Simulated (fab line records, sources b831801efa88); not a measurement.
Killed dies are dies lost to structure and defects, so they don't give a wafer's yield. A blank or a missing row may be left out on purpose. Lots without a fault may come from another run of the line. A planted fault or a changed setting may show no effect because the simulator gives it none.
fab line records | flow sky130
record lots=11 wafers=33 last_day=49
route steps=708 shown VIA3@585 CAP2M@616 METAL4@633 PAD_OPEN@708
lots that met no fault: from a run of the same line without faults
start_h: hours from the record's first day to the start of the lot's first wafer shown | wait_h: hours since the lot's step before | " the same as in the row above | L1.1+2: a row that stands for several wafers | - no value, or no start given | * or withheld: withheld | < > ~ a bound
route shown NAME@n: a module of which the file shows steps, and the number in the route of the first | usual: mean/standard deviation of fault-free wafers | same: alike in all rows | chamber/n: place in a boat | sites: the reading at each site | _std_site: their standard deviation | _edge_site: outer sites' mean less inner sites' | radius_mm: how far each site lies from the wafer's centre | mask NAME#n: copy n | behind: the tool/chamber that last shaped the wafer | hold: why the lot was held/for how many hours/how that ended | device: the transistor (n, p or np) that didn't switch | end of line: the same wafers' tests at the end of the route | a step without rows: its recipe alone | killed: dies lost to structure and defects at the first sort, not the wafer's yield | map: a wafer's dies, x killed, . not, _ none there
set.NAME: the setting as run; set.NAME@STEP: as run at that earlier step | model.NAME: the simulator's own value behind a step, which no gauge read
steps of the route over a sample of lots; a table a step, a row a wafer
services: from which hour (start_h, from the record's first day; less than 0 if before it) a tool's chamber was out of use, for how many hours, and why
## steps
# step SKY_VIA3_CD_MEAS_12
# recipe target_cd_nm=200
# usual cd_nm=199.6/1.3
# columns lot.wafer tool chamber start_h wait_h cd_nm
L114.1 cd_sem-01 - 939.93 - 199.5
L114.4 " - " " 199.7
L114.6 " - " " 201.0
L116.3 cd_sem-02 - 954.11 - 198.9
L116.5 " - " " 199.2
L116.6 " - " " 200.4
L117.3 cd_sem-01 - 964.68 - 199.7
L117.4 " - " " 200.3
L117.5 " - " " 200.3
L118.1 cd_sem-02 - 973.68 - 197.9
L118.4 " - " " 197.4
L118.6 " - " " 198.4
L120.2 cd_sem-01 - 982.64 - 201.3
L120.4 " - " " 199.5
L120.6 " - " " 198.9
L122.2 cd_sem-02 - 987.60 - 200.8
L122.5 " - " " 201.9
L122.6 " - " " 203.3
L123.2 cd_sem-02 - 1001.95 - 197.5
L123.5 " - " " 198.5
L123.6 " - " " 197.5
L125.1 cd_sem-02 - 1009.39 - 198.1
L125.5 " - " " 199.2
L125.6 " - " " 198.9
L128.1 cd_sem-02 - 1020.04 - 195.9
L128.2 " - " " 196.9
L128.3 " - " " 196.6
L129.3 cd_sem-01 - 1025.63 - 198.7
L129.4 " - " " 199.9
L129.5 " - " " 199.2
L134.2 cd_sem-01 - 1056.00 - 200.4
L134.3 " - " " 199.9
L134.5 " - " " 200.5
# step SKY_VIA3_OVL_MEAS_13
# usual VIA3_OVL=4/4.8
# columns lot.wafer tool chamber start_h wait_h VIA3_OVL[nm]
L114.1 overlay-01 - 940.05 0.1 4
L114.4 " - " " 6
L114.6 " - " " 4
L116.3 overlay-02 - 954.20 0.1 -2
L116.5 " - " " 4
L116.6 " - " " 9
L117.3 overlay-02 - 964.77 0.1 5
L117.4 " - " " 2
L117.5 " - " " 3
L118.1 overlay-01 - 973.80 0.1 6
L118.4 " - " " 9
L118.6 " - " " -3
L120.2 overlay-01 - 982.75 0.1 1
L120.4 " - " " 3
L120.6 " - " " -2
L122.2 overlay-02 - 987.71 0.1 -4
L122.5 " - " " 6
L122.6 " - " " 8
L123.2 overlay-02 - 1002.06 0.1 -5
L123.5 " - " " -4
L123.6 " - " " -5
L125.1 overlay-02 - 1009.51 0.1 2
L125.5 " - " " -1
L125.6 " - " " 8
L128.1 overlay-02 - 1020.16 0.1 15
L128.2 " - " " 9
L128.3 " - " " 13
L129.3 overlay-02 - 1025.72 0.1 -1
L129.4 " - " " -3
L129.5 " - " " 4
L134.2 overlay-01 - 1056.11 0.1 6
L134.3 " - " " 12
L134.5 " - " " 3
# step SKY_VIA3_ETCH_15
# recipe target=SiO2 chemistry=C4F8/O2/Ar target_depth_nm=507 stop_on=TiN mask_material=KrF-thick source_w=1500 bias_w=1200 pressure_mtorr=40 c4f8_flow_sccm=withheld O2_flow_sccm=6 Ar_flow_sccm=300 time_s=78
# usual oes_product_au=0.946/0.0049 run_length_s=106.2/0.41
# columns lot.wafer tool chamber start_h wait_h oes_product_au rf_hours_counter_h run_length_s
L114.1 rie_diel-03 3 940.13 0.0 0.952 24 105.3
L114.4 " 2 " " 0.953 18 106.3
L114.6 " 1 " " 0.947 - 106.9
L116.3 rie_diel-02 2 954.27 0.0 0.938 14 106.9
L116.5 " 0 " " 0.944 - 106.5
L116.6 " 3 " " 0.937 - 105.9
L117.3 rie_diel-02 2 964.84 0.0 0.949 15 106.5
L117.4 " 1 " " 0.940 9 106.6
L117.5 " 1 " " 0.941 - 106.2
L118.1 rie_diel-01 3 973.88 0.0 0.948 16 105.6
L118.4 " 2 " " 0.954 18 106.7
L118.6 " 3 " " 0.941 - 105.7
L120.2 rie_diel-02 0 982.82 0.0 0.945 24 106.6
L120.4 " 2 " " 0.944 15 106.3
L120.6 " 1 " " 0.953 - 106.4
L122.2 rie_diel-01 2 987.78 0.0 0.947 18 106.2
L122.5 " 2 " " 0.943 - 106.4
L122.6 " 3 " " 0.947 - 106.0
L123.2 rie_diel-03 3 1002.13 0.0 0.948 26 105.6
L123.5 " 2 " " 0.946 - 106.0
L123.6 " 3 " " 0.941 - 105.4
L125.1 rie_diel-02 2 1009.59 0.0 0.945 16 106.2
L125.5 " 3 " " 0.936 - 105.7
L125.6 " 0 " " 0.951 - 106.5
L128.1 rie_diel-01 1 1020.24 0.0 0.949 1 106.3
L128.2 " 3 " " 0.949 18 105.9
L128.3 " 0 " " 0.939 24 105.9
L129.3 rie_diel-03 3 1025.79 0.0 0.935 26 105.6
L129.4 " 0 " " 0.946 16 106.6
L129.5 " 2 " " 0.939 - 106.0
L134.2 rie_diel-03 3 1056.18 0.0 0.937 27 105.3
L134.3 " 2 " " 0.944 22 105.9
L134.5 " 1 " " 0.942 - 106.5
# step SKY_CAP2M_METAL_ETCH_13
# recipe target_depth_nm=220 stop_on=SiO2 chemistry=Cl2/BCl3 target=TiN pressure_mtorr=10 icp_w=900 bias_w=48.5 Cl2_flow_sccm=60 bcl3_flow_sccm=30 time_s=62.9
# usual drypump_motor_current_A=5.6/0.42 oes_product_au=0.941/0.0098 run_length_s=91.26/0.29 throttle_valve_pct=21.902/0.011
# columns lot.wafer tool chamber start_h wait_h drypump_motor_current_A oes_product_au rf_hours_counter_h run_length_s throttle_valve_pct
L114.1 rie_metal-03 0 966.55 0.0 5.3 0.936 3 91.08 21.918
L114.4 " 1 " " 5.6 0.943 - 90.98 21.875
L114.6 " 0 " " 5.3 0.930 - 91.08 21.904
L116.3 rie_metal-02 1 980.32 0.0 5.5 0.948 - 91.52 21.904
L116.5 " 1 " " 5.5 0.948 - 91.96 21.911
L116.6 " 0 " " 5.9 0.934 - 90.98 21.891
L117.3 rie_metal-04 1 990.27 0.0 6.1 0.944 - 91.01 21.911
L117.4 " 0 " " 5.0 0.946 - 91.17 21.902
L117.5 " 1 " " 6.1 0.941 - 91.08 21.898
L118.1 rie_metal-03 0 998.72 0.0 5.3 0.944 4 91.32 21.923
L118.4 " 1 " " 5.6 0.944 - 91.15 21.909
L118.6 " 1 " " 5.6 0.963 - 90.75 21.892
L120.2 rie_metal-02 1 1007.32 0.0 5.5 0.954 4 91.98 21.888
L120.4 " 1 " " 5.6 0.936 - 91.43 21.904
L120.6 " 0 " " 5.9 0.938 - 90.90 21.886
L122.2 rie_metal-04 0 1012.77 0.0 5.0 0.958 3 91.36 21.880
L122.5 " 1 " " 6.1 0.930 - 91.28 21.884
L122.6 " 0 " " 5.0 0.950 - 90.92 21.909
L123.2 rie_metal-04 1 1026.26 0.0 6.1 0.926 7 94.60 21.911
L123.5 " 1 " " 6.1 0.926 - 94.97 21.918
L123.6 " 0 " " 5.0 0.953 - 90.99 21.873
L125.1 rie_metal-02 0 1033.92 0.0 5.9 0.953 16 91.30 21.890
L125.5 " 0 " " 5.9 0.941 - 90.98 21.921
L125.6 " 1 " " 5.6 0.942 - 91.83 21.906
L128.1 rie_metal-02 1 1043.63 0.0 5.5 0.944 7 92.00 21.880
L128.2 " 0 " " 5.9 0.958 17 91.22 21.897
L128.3 " 1 " " 5.5 0.947 - 91.32 21.894
L129.3 rie_metal-04 1 1049.55 0.0 6.1 0.912 - 94.70 21.940
L129.4 " 0 " " 5.0 0.925 - 91.32 21.895
L129.5 " 0 " " 5.0 0.909 - 94.76 21.931
L134.2 rie_metal-03 0 1079.26 0.0 5.3 0.947 11 91.08 21.896
L134.3 " 1 " " 5.6 0.953 - 90.84 21.894
L134.5 " 1 " " 5.6 0.929 - 91.05 21.909
# step SKY_METAL4_ETCH_17
# recipe target=SiO2 stop_on=TiN chemistry=C4F8/O2/Ar source_w=1500 bias_w=1200 pressure_mtorr=40 c4f8_flow_sccm=withheld O2_flow_sccm=6 Ar_flow_sccm=300 time_s=3.9 target_depth_a=150
# usual oes_product_au=0.756/0.0084
# columns lot.wafer tool chamber start_h wait_h oes_product_au rf_hours_counter_h
L114.1 rie_diel-03 2 991.96 0.1 0.754 20
L114.4 " 1 " " 0.760 18
L114.6 " 0 " " 0.762 -
L116.3 rie_diel-03 0 1004.46 0.0 0.746 16
L116.5 " 2 " " 0.756 -
L116.6 " 1 " " 0.759 -
L117.3 rie_diel-03 2 1014.56 0.0 0.748 20
L117.4 " 0 " " 0.760 -
L117.5 " 3 " " 0.754 -
L118.1 rie_diel-03 2 1022.82 0.1 0.758 20
L118.4 " 1 " " 0.762 19
L118.6 " 0 " " 0.770 -
L120.2 rie_diel-04 3 1030.81 0.1 0.759 12
L120.4 " 1 " " 0.767 -
L120.6 " 3 " " 0.759 -
L122.2 rie_diel-01 1 1036.00 0.1 0.742 1
L122.5 " 1 " " 0.755 -
L122.6 " 0 " " 0.743 -
L123.2 rie_diel-03 1 1048.41 0.1 0.726 20
L123.5 " 2 " " 0.732 -
L123.6 " 3 " " 0.755 -
L125.1 rie_diel-04 3 1056.85 0.1 0.738 12
L125.5 " 3 " " 0.757 -
L125.6 " 0 " " 0.752 -
L128.1 rie_diel-01 0 1066.60 0.1 0.757 25
L128.2 " 2 " " 0.755 21
L128.3 " 3 " " 0.762 19
L129.3 rie_diel-01 2 1072.17 0.0 0.726 21
L129.4 " 1 " " 0.775 3
L129.5 " 2 " " 0.732 -
L134.2 rie_diel-01 2 1101.25 0.1 0.744 23
L134.3 " 0 " " 0.745 27
L134.5 " 1 " " 0.740 -
# step SKY_PAD_OPEN_PROBE_99
# usual defect_limited_yield=82.5/1.7 killed_at_M0_to_M3=43/6.1 killed_at_M4_up=3.5/2 killed_at_contacts=25/5.1 killed_at_front_end=14/4.2 killed_at_other=0.3/0.55 killed_dies=86/8.3 killed_open=46/7.2 killed_short=39/6 sort_bin_3_pad_short=0.9/0.42 sort_bin_5_function=10.3/1.4 sort_bin_6_memory=6.3/1.1 sort_n_pass=406/8.3 sort_yield_pct=82.5/1.7
# same gross_dies=492 killed_at_back_side=0 sort_bin_4_leakage[%]=0 sort_bin_8_speed[%]=0
# columns lot.wafer tool chamber start_h wait_h defect_limited_yield[%] killed_at_M0_to_M3 killed_at_M4_up killed_at_contacts killed_at_front_end killed_at_other killed_dies killed_open killed_short sort_bin_3_pad_short[%] sort_bin_5_function[%] sort_bin_6_memory[%] sort_n_pass sort_yield_pct[%]
L116.3 prober-02 - 1099.02 0.2 82.3 50 2 28 7 0 87 34 53 1.6 10.0 6.1 405 82.3
L116.5 prober-02 - 1099.12 0.2 82.1 52 2 21 13 0 88 53 35 0 10.4 7.5 404 82.1
L116.6 prober-02 - 1099.17 0.2 80.5 44 4 26 20 2 96 59 37 0.6 12.8 6.1 396 80.5
L118.1 prober-02 - 1112.93 0.1 76.2 56 10 33 17 1 117 63 54 1.0 13.8 8.9 375 76.2
L118.4 prober-02 - 1113.08 0.2 86.4 36 4 15 12 0 67 32 35 1.2 7.1 5.3 425 86.4
L118.6 prober-02 - 1113.18 0.2 82.5 44 3 25 14 0 86 40 46 1.0 10.8 5.7 406 82.5
L120.2 prober-02 - 1122.08 0.1 83.5 43 3 26 9 0 81 46 34 1.0 10.0 5.5 411 83.5
L120.4 prober-02 - 1122.18 0.2 82.5 45 2 30 9 0 86 50 36 0.6 10.8 6.1 406 82.5
L120.6 prober-02 - 1122.28 0.2 83.1 30 9 31 12 1 83 40 43 1.2 10.0 5.7 409 83.1
L122.2 prober-02 - 1126.81 0.1 81.5 50 5 17 19 0 91 57 34 0.6 10.4 7.5 401 81.5
L122.5 prober-02 - 1126.96 0.2 82.1 43 3 29 13 0 88 47 39 1.4 11.4 5.1 404 82.1
L122.6 prober-02 - 1127.01 0.2 81.1 46 2 27 18 0 93 51 42 0.6 11.6 6.7 399 81.1
L125.1 prober-01 - 1145.85 0.1 82.5 36 4 26 19 1 86 37 48 0.6 11.0 5.9 406 82.5
L125.5 prober-01 - 1146.05 0.2 78.7 44 3 37 21 0 105 57 47 0.8 13.6 6.9 387 78.7
L125.6 prober-01 - 1146.10 0.2 83.5 38 4 21 18 0 81 41 39 1.4 9.8 5.3 411 83.5
L128.1 prober-02 - 1151.23 0.1 84.8 41 2 15 17 0 75 41 34 1.2 7.1 6.9 417 84.8
L128.2 prober-02 - 1151.28 0.1 84.1 36 1 29 12 0 78 50 28 0 10.4 5.5 414 84.1
L128.3 prober-02 - 1151.33 0.2 82.9 45 3 21 15 0 84 45 39 1.4 10.4 5.3 408 82.9
L129.3 prober-01 - 1157.08 0.2 80.5 44 6 33 13 0 96 52 44 0 13.4 6.1 396 80.5
L129.4 prober-01 - 1157.13 0.2 81.5 49 4 26 12 0 91 49 42 1.0 9.6 7.9 401 81.5
L129.5 prober-01 - 1157.18 0.2 80.9 51 6 25 12 0 94 53 41 0.8 10.6 7.7 398 80.9
# killed by level:class
L116.3 METAL2:geometric_particle:short=9 CONTACT:geometric_particle:open=8 METAL1:geometric_particle:short=7 VIA3:geometric_particle:short=7 VIA1:geometric_particle:open=6 CONTACT:geometric_particle:short=6 LI_CONTACT:geometric_particle:short=5 LI_CONTACT:geometric_particle:open=5
L116.5 VIA1:geometric_particle:open=16 VIA3:geometric_particle:open=8 CONTACT:geometric_particle:open=7 LI_CONTACT:geometric_particle:open=6 METAL1:geometric_particle:short=6 VIA2:geometric_particle:open=6 VIA1:geometric_particle:short=5 POLY_GATE:geometric_particle:short=4
L116.6 VIA1:geometric_particle:open=10 VIA3:geometric_particle:open=9 LI_CONTACT:geometric_particle:open=8 CONTACT:geometric_particle:open=7 POLY_GATE:geometric_particle:open=6 VIA3:geometric_particle:short=6 FIELD_ISO:geometric_particle:open=5 VIA2:geometric_particle:open=5
L118.1 LI_CONTACT:geometric_particle:open=11 VIA2:geometric_particle:open=10 VIA1:geometric_particle:open=10 CONTACT:geometric_particle:open=9 METAL4:geometric_particle:short=8 VIA1:geometric_particle:short=7 METAL2:geometric_particle:short=7 VIA3:geometric_particle:open=6
L118.4 VIA1:geometric_particle:open=11 VIA1:geometric_particle:short=6 METAL2:geometric_particle:short=6 LI_CONTACT:geometric_particle:open=5 FIELD_ISO:geometric_particle:open=4 LI_CONTACT:geometric_particle:short=4 FIELD_ISO:geometric_particle:short=3 CONTACT:geometric_particle:short=3
L118.6 METAL2:geometric_particle:short=11 CONTACT:geometric_particle:open=10 VIA1:geometric_particle:open=9 CONTACT:geometric_particle:short=7 METAL1:geometric_particle:short=6 LI_CONTACT:geometric_particle:open=6 POLY_GATE:geometric_particle:short=5 VIA2:geometric_particle:open=5
L120.2 CONTACT:geometric_particle:open=9 VIA1:geometric_particle:open=8 METAL2:geometric_particle:short=6 VIA2:geometric_particle:open=6 LI_CONTACT:geometric_particle:open=5 VIA3:geometric_particle:open=5 VIA2:geometric_particle:short=4 LI_CONTACT:geometric_particle:short=4
L120.4 LI_CONTACT:geometric_particle:open=12 VIA1:geometric_particle:open=11 CONTACT:geometric_particle:open=10 VIA3:geometric_particle:open=8 METAL1:geometric_particle:short=7 LI_CONTACT:geometric_particle:short=5 VIA1:geometric_particle:short=5 VIA2:geometric_particle:open=4
L120.6 CONTACT:geometric_particle:open=12 METAL1:geometric_particle:short=9 METAL4:geometric_particle:short=9 LI_CONTACT:geometric_particle:open=8 FIELD_ISO:geometric_particle:short=5 CONTACT:geometric_particle:short=5 VIA1:geometric_particle:open=5 FIELD_ISO:geometric_particle:open=4
L122.2 VIA1:geometric_particle:open=17 CONTACT:geometric_particle:open=9 VIA3:geometric_particle:open=8 FIELD_ISO:geometric_particle:short=5 POLY_GATE:geometric_particle:open=4 LOCAL_INTERCONNECT:geometric_particle:short=4 VIA3:geometric_particle:short=4 POLY_GATE:geometric_particle:short=3
L122.5 CONTACT:geometric_particle:open=11 VIA1:geometric_particle:open=9 METAL1:geometric_particle:short=8 CONTACT:geometric_particle:short=6 FIELD_ISO:geometric_particle:open=5 LI_CONTACT:geometric_particle:open=5 VIA3:geometric_particle:open=5 FIELD_ISO:geometric_particle:short=4
L122.6 VIA1:geometric_particle:open=11 CONTACT:geometric_particle:open=10 VIA3:geometric_particle:open=8 CONTACT:geometric_particle:short=7 METAL2:geometric_particle:short=7 VIA3:geometric_particle:short=6 FIELD_ISO:geometric_particle:short=5 LI_CONTACT:geometric_particle:open=5
L125.1 CONTACT:geometric_particle:short=7 POLY_GATE:geometric_particle:open=6 METAL1:geometric_particle:short=6 VIA1:geometric_particle:open=6 CONTACT:geometric_particle:open=6 VIA2:geometric_particle:open=5 LOCAL_INTERCONNECT:geometric_particle:short=5 POLY_GATE:geometric_particle:short=4
L125.5 CONTACT:geometric_particle:open=12 VIA2:geometric_particle:open=10 CONTACT:geometric_particle:short=9 FIELD_ISO:geometric_particle:open=7 VIA1:geometric_particle:open=7 LI_CONTACT:geometric_particle:open=7 VIA1:geometric_particle:short=6 LOCAL_INTERCONNECT:geometric_particle:short=5
L125.6 VIA1:geometric_particle:open=7 METAL1:geometric_particle:short=7 LI_CONTACT:geometric_particle:open=6 CONTACT:geometric_particle:open=6 VIA3:geometric_particle:short=5 FIELD_ISO:geometric_particle:open=4 POLY_GATE:geometric_particle:short=4 VIA1:geometric_particle:short=4
L128.1 VIA1:geometric_particle:open=13 POLY_GATE:geometric_particle:open=6 LI_CONTACT:geometric_particle:open=6 VIA2:geometric_particle:open=6 FIELD_ISO:geometric_particle:short=4 METAL2:geometric_particle:short=4 VIA3:geometric_particle:short=4 CONTACT:geometric_particle:open=3
L128.2 LI_CONTACT:geometric_particle:open=13 CONTACT:geometric_particle:open=11 VIA2:geometric_particle:open=7 VIA1:geometric_particle:open=6 VIA3:geometric_particle:open=6 FIELD_ISO:geometric_particle:open=4 FIELD_ISO:geometric_particle:short=4 METAL1:geometric_particle:short=4
L128.3 VIA1:geometric_particle:open=9 LI_CONTACT:geometric_particle:open=7 CONTACT:geometric_particle:open=7 VIA2:geometric_particle:open=7 METAL1:geometric_particle:short=6 VIA2:geometric_particle:short=6 POLY_GATE:geometric_particle:short=5 VIA3:geometric_particle:open=5
L129.3 CONTACT:geometric_particle:open=13 VIA1:geometric_particle:open=12 LI_CONTACT:geometric_particle:open=8 CONTACT:geometric_particle:short=6 METAL2:geometric_particle:short=6 VIA1:geometric_particle:short=5 METAL4:geometric_particle:short=5 VIA2:geometric_particle:open=5
L129.4 VIA1:geometric_particle:open=13 CONTACT:geometric_particle:open=10 VIA3:geometric_particle:open=8 CONTACT:geometric_particle:short=7 VIA2:geometric_particle:short=5 VIA1:geometric_particle:short=5 METAL3:geometric_particle:short=5 METAL1:geometric_particle:short=4
L129.5 VIA1:geometric_particle:open=16 LI_CONTACT:geometric_particle:open=8 VIA3:geometric_particle:open=8 CONTACT:geometric_particle:open=7 METAL1:geometric_particle:short=6 LI_CONTACT:geometric_particle:short=4 LOCAL_INTERCONNECT:geometric_particle:short=4 VIA1:geometric_particle:short=4
## services
# columns tool chamber start_h hours kind
rie_metal-04 0 925.64 - clean
rie_metal-04 0 925.64 14.8 scheduled_down
rie_metal-04 0 925.64 14.8 vent_cycle
rie_diel-01 - 932.51 0.6 repair
rie_diel-04 - 958.96 0.9 repair
rie_diel-02 0 970.00 3.6 repair
rie_diel-04 3 971.39 16.7 repair
rie_diel-04 1 975.23 2.0 repair
rie_metal-03 - 977.28 0.4 repair
rie_diel-01 1 977.59 - clean
rie_diel-01 1 977.59 20.1 scheduled_down
rie_diel-01 1 977.59 20.1 vent_cycle
rie_diel-04 2 980.70 5.0 repair
rie_diel-04 1 982.26 9.3 repair
rie_diel-03 1 982.64 3.1 repair
rie_metal-03 - 987.98 0.6 repair
rie_diel-03 1 1012.42 6.3 repair
rie_diel-01 3 1039.24 3.6 repair
rie_metal-02 - 1055.06 27.1 repair
rie_diel-01 0 1074.01 4.4 repair
rie_diel-02 1 1076.15 61.7 repair
rie_metal-04 0 1083.74 28.2 repair
## key
first_sign step=SKY_CAP2M_METAL_ETCH_13 reading=run_length_s direction=up sigmas=12 usual=* struck=*
effect step=SKY_CAP2M_METAL_ETCH_13 reading=oes_product_au direction=down sigmas=2.3 usual=0.941 struck=0.918
effect step=SKY_METAL4_ETCH_17 reading=oes_product_au direction=down sigmas=3.2 usual=0.756 struck=0.729
met_at SKY_CAP2M_METAL_ETCH_13
struck_lots L123,L129
struck_wafers L123.2,L123.5,L129.3,L129.5
not_acting_at SKY_VIA3_CD_MEAS_12,SKY_VIA3_OVL_MEAS_13,SKY_VIA3_ETCH_15
onset_between 1012.77 1026.26
fault kind=process_parameter_drift tool=rie_metal-04 chamber=- onset_h=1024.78 steps=SKY_CAP2M_METAL_ETCH_13 channel=time_s offset=* shape=step end_h=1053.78 scope=struck_wafers_only acts_in=* stated=*
